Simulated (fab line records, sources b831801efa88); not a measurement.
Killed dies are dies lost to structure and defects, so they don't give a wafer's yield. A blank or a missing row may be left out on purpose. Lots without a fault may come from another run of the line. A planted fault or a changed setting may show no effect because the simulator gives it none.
A struck lot beside a sound one | flow sky130 | 15 steps out of a route of 708
Sound: wafers L350.1, L350.3, L350.5. Struck: wafers L340.1, L340.4, L340.5. The cause comes at the end.
At each step with rows: each side's tool, then ch and its chambers, then its first start. Under that, the readings that differ: sound wafers | struck wafers | difference of the means | sigmas: that difference in standard deviations of wafers without a fault.
alike: readings whose means differ by less than 2 such deviations, and words and numbers that are the same on both sides. not compared: withheld readings, readings that some wafer has no value for, bounds like >300 that may hide the same value, and numbers for which the record gives no deviation and whose values overlap.
The two part at a step that has a row with sigmas, a row that says differs or no value, or rows on one side only. Numbers that don't overlap but have no deviation are shown without sigmas and don't part them. A reading that every wafer of one side lacks parts them only if that side has two wafers or more.

first, 3 steps without rows for these wafers: SKY_VIA2_CLEAN_19 (cleans in O3/DIW); SKY_VIA2_SPUTTER_20 (material TiN, target thk 20 nm, time 80 s); SKY_VIA2_CVD_21 (deposits W, target thk 420 nm, time 126.4 s).
SKY_VIA2_RS_MEAS_22: measures by four-point-probe.
  sound on film_metro-02, day 43 12:22; struck on film_metro-01, day 40 00:55
  alike: VIA2_W_RS
SKY_VIA2_THK_MEAS_23: measures by xrf.
  sound on film_metro-02, day 43 12:29; struck on film_metro-01, day 40 01:02
  alike: VIA2_W_THK
then, 1 step without rows for these wafers: SKY_VIA2_CMP_24 (polishes, stops on SiO2, t overpolish 20 s, target thk 0 nm).
SKY_METAL3_SPUTTER_00: material Ti, target thk 15 nm, time 10 s.
  sound on pvd_sputter-03, day 43 12:59; struck on pvd_sputter-02, day 40 01:24
  alike: throttle_valve_pct
SKY_METAL3_SPUTTER_01: material TiN, target thk 20 nm, time 16.7 s.
  sound on pvd_sputter-03, day 43 13:00; struck on pvd_sputter-02, day 40 01:25
  alike: throttle_valve_pct
SKY_METAL3_SPUTTER_02: material AlCu, target thk 735 nm, time 39.1 s.
  sound on pvd_sputter-03, day 43 13:02; struck on pvd_sputter-02, day 40 01:27
  alike: throttle_valve_pct
then, 1 step without rows for these wafers: SKY_METAL3_SPUTTER_03 (material Ti, target thk 5 nm, time 3.3 s).
SKY_METAL3_SPUTTER_04: material TiN, target thk 70 nm, time 58.3 s.
  sound on pvd_sputter-03, day 43 13:05; struck on pvd_sputter-02, day 40 01:30
  alike: throttle_valve_pct
then, 1 step without rows for these wafers: SKY_CAPM_CVD_00 (deposits SiO2, target thk 15.5 nm).
SKY_CAPM_THK_MEAS_01:
  sound on film_metro-01, day 43 13:10; struck on film_metro-03, day 40 01:35
  reading              | sound             | struck            | difference | sigmas
  CAPM_CVD_00_THK (nm) | 15.68 15.76 15.94 | 17.02 17.50 17.32 | +1.49      | +7
SKY_CAPM_SPUTTER_02: material TiN, target thk 200 nm, time 166.7 s.
  sound on pvd_sputter-02, day 43 13:14; struck on pvd_sputter-04, day 40 01:38
  alike: susceptor_temp_C, throttle_valve_pct
SKY_PAD_OPEN_PROBE_99:
  the record has rows for the sound wafers here (prober-01, day 51 11:36) and none for the struck ones

WHERE THEY PART
First at SKY_CAPM_THK_MEAS_01; last, within this record, at SKY_PAD_OPEN_PROBE_99.

WHY: what the simulator had put in
Metrology matching offset: film_metro-03, from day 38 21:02 on, at SKY_CAPM_THK_MEAS_01. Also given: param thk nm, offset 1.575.
